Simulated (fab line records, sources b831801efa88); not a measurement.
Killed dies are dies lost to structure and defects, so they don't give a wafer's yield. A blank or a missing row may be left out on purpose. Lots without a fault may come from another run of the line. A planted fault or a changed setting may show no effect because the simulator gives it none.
fab line records | flow gf180mcu
record lots=14 wafers=42 last_day=34
route steps=602 shown SALICIDE@286 V1@349
lots that met no fault: from a run of the same line without faults
start_h: hours from the record's first day to the start of the lot's first wafer shown | wait_h: hours since the lot's step before | " the same as in the row above | L1.1+2: a row that stands for several wafers | - no value, or no start given | * or withheld: withheld | < > ~ a bound
route shown NAME@n: a module of which the file shows steps, and the number in the route of the first | usual: mean/standard deviation of fault-free wafers | same: alike in all rows | chamber/n: place in a boat | sites: the reading at each site | _std_site: their standard deviation | _edge_site: outer sites' mean less inner sites' | radius_mm: how far each site lies from the wafer's centre | mask NAME#n: copy n | behind: the tool/chamber that last shaped the wafer | hold: why the lot was held/for how many hours/how that ended | device: the transistor (n, p or np) that didn't switch | end of line: the same wafers' tests at the end of the route | a step without rows: its recipe alone | killed: dies lost to structure and defects at the first sort, not the wafer's yield | map: a wafer's dies, x killed, . not, _ none there
set.NAME: the setting as run; set.NAME@STEP: as run at that earlier step | model.NAME: the simulator's own value behind a step, which no gauge read
steps of the route over a sample of lots; a table a step, a row a wafer
services: from which hour (start_h, from the record's first day; less than 0 if before it) a tool's chamber was out of use, for how many hours, and why
## steps
# step GF_SALICIDE_RTA_08
# recipe temp_c=800 time_s=30 ambient=N2
# usual chamber_o2_ppm=1.997/0.022 lamp_power_pct=15.7/0.62 wafer_temp_C_max=803.7/0.75
# columns lot.wafer tool chamber start_h wait_h chamber_o2_ppm lamp_power_pct wafer_temp_C_max
L466.2 rtp_anneal-02 0 358.29 0.0 1.999 16.3 804.6
L466.3 " 0 " " 1.984 16.3 802.9
L466.6 " 0 " " 1.985 16.3 803.5
L467.4 rtp_anneal-02 0 364.88 0.1 1.984 16.3 802.8
L467.5 " 0 " " 2.003 16.3 804.5
L467.6 " 0 " " 2.033 16.3 804.4
L468.1 rtp_anneal-01 0 374.21 0.0 2.011 15.1 804.1
L468.2 " 0 " " 2.038 15.1 803.5
L468.5 " 0 " " 2.009 15.1 803.8
L469.1 rtp_anneal-02 0 380.41 0.0 1502.0 16.3 803.9
L469.3 " 0 " " 1502.0 16.3 803.7
L469.5 " 0 " " 1502.0 16.3 803.8
L470.2 rtp_anneal-02 0 393.04 0.0 1502.0 16.3 804.1
L470.4 " 0 " " 1502.0 16.3 803.1
L470.5 " 0 " " 1502.0 16.3 803.6
L475.1 rtp_anneal-01 0 434.57 0.0 1.984 15.1 804.2
L475.3 " 0 " " 1.986 15.1 803.8
L475.6 " 0 " " 1.983 15.1 803.6
L478.2 rtp_anneal-01 0 463.57 0.0 1.998 15.1 804.6
L478.4 " 0 " " 2.006 15.1 802.9
L478.5 " 0 " " 1.987 15.1 805.0
L479.1 rtp_anneal-02 0 472.75 0.0 1.962 16.3 803.5
L479.2 " 0 " " 2.004 16.3 805.4
L479.5 " 0 " " 1.952 16.3 804.1
L480.3 rtp_anneal-02 0 475.85 0.0 1.982 16.3 802.9
L480.5 " 0 " " 1.972 16.3 802.4
L480.6 " 0 " " 2.014 16.4 803.3
L481.1 rtp_anneal-02 0 486.89 0.0 1.970 16.3 804.4
L481.2 " 0 " " 2.008 16.4 802.7
L481.3 " 0 " " 1.988 16.3 802.8
L482.1 rtp_anneal-01 0 504.62 0.0 1.985 15.1 804.3
L482.3 " 0 " " 2.002 15.1 804.2
L482.5 " 0 " " 1.971 15.1 803.2
L483.1 rtp_anneal-02 0 510.46 0.0 2.023 16.3 804.3
L483.3 " 0 " " 2.056 16.3 804.8
L483.5 " 0 " " 2.020 16.3 803.7
L485.2 rtp_anneal-02 0 520.66 0.0 2.003 16.3 803.2
L485.3 " 0 " " 1.986 16.3 803.9
L485.5 " 0 " " 1.986 16.3 804.7
L487.1 rtp_anneal-02 0 538.76 0.0 1.996 16.4 803.6
L487.3 " 0 " " 1.938 16.3 803.4
L487.4 " 0 " " 1.973 16.3 804.4
# step GF_V1_CD_MEAS_14
# recipe target_cd_nm=260
# usual cd_nm=259.9/1.3
# columns lot.wafer tool chamber start_h wait_h cd_nm
L466.2 cd_sem-01 - 430.81 0.1 261.3
L466.3 " - " " 258.6
L466.6 " - " " 259.9
L467.4 cd_sem-02 - 439.20 0.1 258.4
L467.5 " - " " 258.2
L467.6 " - " " 258.7
L468.1 cd_sem-01 - 447.40 0.1 259.6
L468.2 " - " " 260.1
L468.5 " - " " 259.8
L469.1 cd_sem-01 - 464.95 0.1 262.0
L469.3 " - " " 260.3
L469.5 " - " " 261.6
L470.2 cd_sem-01 - 467.81 0.1 261.5
L470.4 " - " " 262.5
L470.5 " - " " 262.1
L475.1 cd_sem-01 - 509.24 0.1 260.4
L475.3 " - " " 260.3
L475.6 " - " " 260.4
L478.2 cd_sem-02 - 537.41 0.1 256.9
L478.4 " - " " 258.8
L478.5 " - " " 257.3
L479.1 cd_sem-01 - 545.30 0.1 259.1
L479.2 " - " " 259.8
L479.5 " - " " 259.9
L480.3 cd_sem-02 - 549.45 0.1 260.3
L480.5 " - " " 259.0
L480.6 " - " " 258.9
L481.1 cd_sem-02 - 559.70 0.1 259.1
L481.2 " - " " 260.1
L481.3 " - " " 259.0
L482.1 cd_sem-02 - 574.91 0.1 261.6
L482.3 " - " " 261.4
L482.5 " - " " 262.6
L483.1 cd_sem-01 - 581.46 0.1 260.1
L483.3 " - " " 259.2
L483.5 " - " " 258.3
L485.2 cd_sem-02 - 590.85 0.1 261.0
L485.3 " - " " 262.0
L485.5 " - " " 261.9
L487.1 cd_sem-01 - 606.06 0.1 260.2
L487.3 " - " " 259.8
L487.4 " - " " 260.4
# step GF_V1_OVL_MEAS_15
# usual V1_OVL=-1/5.8
# columns lot.wafer tool chamber start_h wait_h V1_OVL[nm]
L466.2 overlay-01 - 430.91 0.1 -3
L466.3 " - " " 1
L466.6 " - " " -6
L467.4 overlay-01 - 439.27 0.1 -10
L467.5 " - " " -6
L467.6 " - " " -4
L468.1 overlay-01 - 447.52 0.1 -5
L468.2 " - " " 1
L468.5 " - " " 1
L469.1 overlay-01 - 465.07 0.1 1
L469.3 " - " " -3
L469.5 " - " " -5
L470.2 overlay-02 - 467.91 0.1 -11
L470.4 " - " " -3
L470.5 " - " " -4
L475.1 overlay-02 - 509.36 0.1 0
L475.3 " - " " -3
L475.6 " - " " 0
L478.2 overlay-01 - 537.51 0.1 -3
L478.4 " - " " 7
L478.5 " - " " 0
L479.1 overlay-02 - 545.42 0.1 11
L479.2 " - " " 9
L479.5 " - " " 9
L480.3 overlay-02 - 549.55 0.1 0
L480.5 " - " " 4
L480.6 " - " " 8
L481.1 overlay-01 - 559.82 0.1 2
L481.2 " - " " 8
L481.3 " - " " 8
L482.1 overlay-01 - 575.03 0.1 -4
L482.3 " - " " -2
L482.5 " - " " 6
L483.1 overlay-02 - 581.58 0.1 -5
L483.3 " - " " -3
L483.5 " - " " 0
L485.2 overlay-02 - 590.96 0.1 6
L485.3 " - " " 2
L485.5 " - " " -1
L487.1 overlay-01 - 606.18 0.1 -8
L487.3 " - " " -7
L487.4 " - " " -8
# step GF_V1_CMP_26
# recipe stop_on=SiO2 down_force_psi=3.5 platen_rpm=60 t_overpolish_s=15 target_thk_nm=0 pad_velocity_m_s=0.94248
# usual motor_current_A=11.4/0.85 overpolish_run_s=15.000/0.0099 platen_rpm=60.00/0.035 time_to_endpoint_s=83/4.2
# columns lot.wafer tool chamber start_h wait_h motor_current_A overpolish_run_s platen_rpm time_to_endpoint_s
L466.2 cmp-02 0 432.04 0.0 11.8 14.991 60.01 81
L466.3 " 3 " " 12.3 15.021 59.97 81
L466.6 " 1 " " 11.1 15.006 60.00 76
L467.4 cmp-01 3 440.55 0.2 10.7 14.989 59.95 86
L467.6 " 1 " " 10.6 15.001 59.95 87
L467.5 " 2 " " 12.1 15.000 60.01 87
L468.2 cmp-01 1 448.69 0.1 10.6 15.007 59.95 88
L468.1 " 2 " " 11.4 14.997 59.96 87
L468.5 " 1 " " 10.7 14.989 60.05 86
L469.3 cmp-02 1 466.66 0.1 11.1 14.991 60.00 77
L469.1 " 2 " " 11.9 15.000 59.95 76
L469.5 " 3 " " 11.6 14.998 59.89 82
L470.4 cmp-01 2 469.12 0.0 11.7 15.001 59.98 89
L470.2 " 1 " " 10.4 14.986 60.06 90
L470.5 " 3 " " 10.5 15.020 60.05 88
L475.3 cmp-01 3 510.59 0.1 10.4 15.002 60.04 81
L475.1 " 1 " " 10.3 15.018 59.98 82
L475.6 " 3 " " 10.4 14.994 60.01 87
L478.2 cmp-02 2 538.70 0.1 11.1 15.012 60.03 80
L478.4 " 3 " " 11.1 15.023 60.01 86
L478.5 " 0 " " 11.9 15.005 60.06 88
L479.2 cmp-02 2 546.99 0.0 10.7 14.987 60.00 80
L479.1 " 1 " " 11.2 15.001 59.94 84
L479.5 " 3 " " 11.6 15.010 59.95 88
L480.3 cmp-01 2 550.66 0.0 12.3 14.995 60.05 83
L480.5 " 2 " " 11.2 15.001 60.02 86
L480.6 " 3 " " 10.3 15.003 60.03 80
L481.2 cmp-02 2 561.25 0.0 11.0 14.998 59.97 79
L481.3 " 0 " " 11.7 15.007 60.01 84
L481.1 " 1 " " 10.9 15.003 59.91 79
L482.3 cmp-02 2 576.13 0.0 11.6 14.999 60.06 82
L482.1 " 1 " " 11.1 15.007 59.96 86
L482.5 " 2 " " 11.8 14.975 60.01 86
L483.1 cmp-01 1 582.67 0.1 10.5 15.007 59.99 82
L483.3 " 3 " " 10.1 15.010 59.98 82
L483.5 " 1 " " 10.4 15.001 59.95 84
L485.2 cmp-02 3 592.15 0.1 11.8 14.999 59.98 86
L485.3 " 0 " " 11.5 14.998 60.01 91
L485.5 " 2 " " 11.0 15.003 59.96 83
L487.4 cmp-01 3 607.34 0.0 10.6 14.994 60.06 86
L487.3 " 0 " " 13.2 14.983 59.97 80
L487.1 " 1 " " 10.2 15.011 60.06 85
## services
# columns tool chamber start_h hours kind
cmp-02 - 336.07 6.4 repair
cmp-02 - 336.97 6.7 repair
cmp-01 - 380.27 3.6 pm
cmp-01 - 384.10 0.3 repair
cmp-01 - 389.12 0.8 repair
cmp-01 - 404.09 4.0 pm
cmp-01 - 408.09 - consumable_replace:conditioner
cmp-01 - 408.09 - consumable_replace:pad
cmp-01 - 465.69 1.8 repair
cmp-02 - 467.87 0.6 repair
cmp-02 - 485.82 1.8 repair
cmp-02 - 497.39 5.5 pm
cmp-02 - 507.94 0.3 repair
cmp-01 - 533.07 3.1 repair
cmp-01 - 542.79 6.9 pm
cmp-01 - 554.68 2.5 repair
cmp-02 - 572.04 4.0 pm
cmp-02 - 576.04 - consumable_replace:conditioner
cmp-02 - 576.04 - consumable_replace:pad
rtp_anneal-02 - 582.15 46.7 pm
cmp-01 - 584.73 0.4 repair
cmp-02 - 603.09 0.8 repair
cmp-02 - 603.60 2.5 repair
## key
first_sign step=GF_SALICIDE_RTA_08 reading=chamber_o2_ppm direction=up sigmas=99+ usual=1.997 struck=1502.0
effect none on later readings
met_at GF_SALICIDE_RTA_08
struck_lots L469,L470
tester_left_out L469,L470
not_acting_at GF_V1_CD_MEAS_14,GF_V1_OVL_MEAS_15,GF_V1_CMP_26
onset_between 364.88 380.41
fault kind=process_parameter_drift tool=rtp_anneal-02 chamber=- onset_h=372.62 steps=GF_SALICIDE_RTA_08 channel=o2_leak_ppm offset=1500 shape=step end_h=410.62
# tester_left_out: of these lots the tester's yield and bins aren't shown, on N5 and GAA mostly nor the transistor test; their killed dies are dies lost to structure and defects alone, not to doping, threshold or leakage, so they don't give the yield
